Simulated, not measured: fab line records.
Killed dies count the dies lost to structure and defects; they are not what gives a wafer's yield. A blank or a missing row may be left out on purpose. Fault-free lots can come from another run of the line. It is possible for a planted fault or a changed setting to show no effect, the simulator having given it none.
One fault through the eyes of 2 desks :: flow sky130 :: each desk has only its own numbers; what lay behind them comes last

THE METROLOGY DESK
Lot by lot, what the gauges showed, no matter which tool ran the lot: averages of those sampled wafers that carry a number. If a lot's mean is further than 4 standard deviations from the usual mean, the lot is out of limits and carries the mark OUT (the distance appears in the brackets).
Columns: A = cdNm at SKY_VIA1_CD_MEAS_12, usual 150.2 nm; B = VIA1_OVL at SKY_VIA1_OVL_MEAS_13, usual -5 nm
lot: L912
first seen here: day 33 22:22
A: 150.4
B: 1

lot: L925
first seen here: day 38 12:00
A: 154.7
B: -10

lot: L929
first seen here: day 39 15:07
A: 150.7
B: -0

lot: L932
first seen here: day 40 02:01
A: 149.7
B: -9

lot: L935
first seen here: day 41 00:47
A: 150.3
B: 6
Result from this desk: across the 5 lots, nothing is out of limits.

TOOL OWNER'S DESK, pvdSputter-01
At SKY_VIA1_SPUTTER_20 (material TiN, target thk 20 nm, time 80 s) the tool's own readings: per lot run on this tool, the mean of the sampled wafers that have a number. If a lot's mean is further than 4 standard deviations from the usual mean, the lot is out of limits and carries the mark OUT (the distance appears in the brackets).
Columns: A = throttleValvePct at SKY_VIA1_SPUTTER_20, usual 30.7 %
lot: L925
first seen here: day 38 12:47
A: 30.1

lot: L935
first seen here: day 41 01:36
A: 31.1
Result from this desk: across the 2 lots, nothing is out of limits.

BROUGHT TOGETHER
The metrology desk saw nothing out of limits.
The desk of the tool owner found nothing out of limits.

WHAT THE SIMULATOR HAD INSERTED
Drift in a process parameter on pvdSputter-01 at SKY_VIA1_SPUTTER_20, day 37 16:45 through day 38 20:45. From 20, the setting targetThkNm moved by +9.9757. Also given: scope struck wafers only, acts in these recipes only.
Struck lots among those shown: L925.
